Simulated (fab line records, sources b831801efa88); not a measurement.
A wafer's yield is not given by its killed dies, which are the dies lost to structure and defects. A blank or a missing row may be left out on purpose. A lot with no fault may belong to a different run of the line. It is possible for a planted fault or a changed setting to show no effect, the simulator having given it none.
Comparing a struck lot with a sound one -- flow gf180mcu -- 14 steps out of a route of 602
Sound: these wafers, L243.1, L243.2, L243.4. The struck wafers were L255.2, L255.5, L255.6. Last of all comes the cause.
For every step that has rows: the tool of each side, followed by ch and its chambers, followed by its first start. Under that, the readings that differ: sound wafers -- struck wafers -- difference of the means -- sigmas: that difference in standard deviations of wafers without a fault.
alike: readings with means less than 2 such deviations apart, plus words and numbers identical on both sides. not compared: withheld readings, readings lacking a value on some wafer, bounds such as >300 that could conceal the same value, and numbers that have no deviation in the record and whose values overlap.
A row with sigmas, a row that says differs or no value, or rows on one side alone: a step with any of these is where the two part. Numbers that don't overlap but have no deviation are shown without sigmas and don't part them. Lack of a reading on every wafer of one side parts them only where that side has two or more wafers.

first, 4 steps without rows for these wafers: GF_DNWELL_EXPOSE_04 (exposes mask DNWELL, target cd 1700 nm); GF_DNWELL_PEB_05; GF_DNWELL_DEVELOP_06 (develop time 60 s); GF_DNWELL_IMPLANT_07.
GF_DNWELL_STRIP_08: strips in O2/N2.
  sound on plasma-asher-04 ch 0,1, day 4 13:02; struck on plasma-asher-01 ch 0,1, day 7 04:29
  alike: chamber-pressure-mTorr, drypump-motor-current-A, heater-power-w, oes-product-au, strip-time-to-endpoint-s
  not compared: rf-hours-counter-h
GF_DNWELL_TW_MEAS_09:
  sound on film-metro-04 at day 4 13:08; struck on film-metro-04 at day 7 04:36
  alike: DNWELL_TW
then, 6 steps without rows for these wafers: GF_NWELL_DEHYDRATE_00 (time 60 s); GF_NWELL_HMDS_01 (prime time 60 s); GF_NWELL_COAT_02 (resist thk 3000 nm); GF_NWELL_SOFTBAKE_03; GF_NWELL_EXPOSE_04 (exposes mask Nwell, target cd 860 nm); GF_NWELL_PEB_05.
GF_NWELL_DEVELOP_06: develop time 60 s.
  struck on litho-track-02, day 7 20:00; sound on litho-track-02 ch 0, day 5 01:00
  no value came back on the struck wafers for chill-plate-temp-C (C), develop-time-s (s); on the sound wafers chill-plate-temp-C (C) reads 23.08 22.87 23.14
GF_NWELL_OVL_MEAS_07:
  sound on overlay-01 at day 5 01:56; struck on overlay-01 at day 7 20:36
reading,sound,struck,difference,sigmas
NWELL_OVL (nm),-0.2 -0.2 1.9,- - -,no value on the struck wafers,

## WHERE THEY PART
Earliest at GF_NWELL_DEVELOP_06; latest, in this record, at GF_NWELL_OVL_MEAS_07.

WHY: what had been put in by the simulator
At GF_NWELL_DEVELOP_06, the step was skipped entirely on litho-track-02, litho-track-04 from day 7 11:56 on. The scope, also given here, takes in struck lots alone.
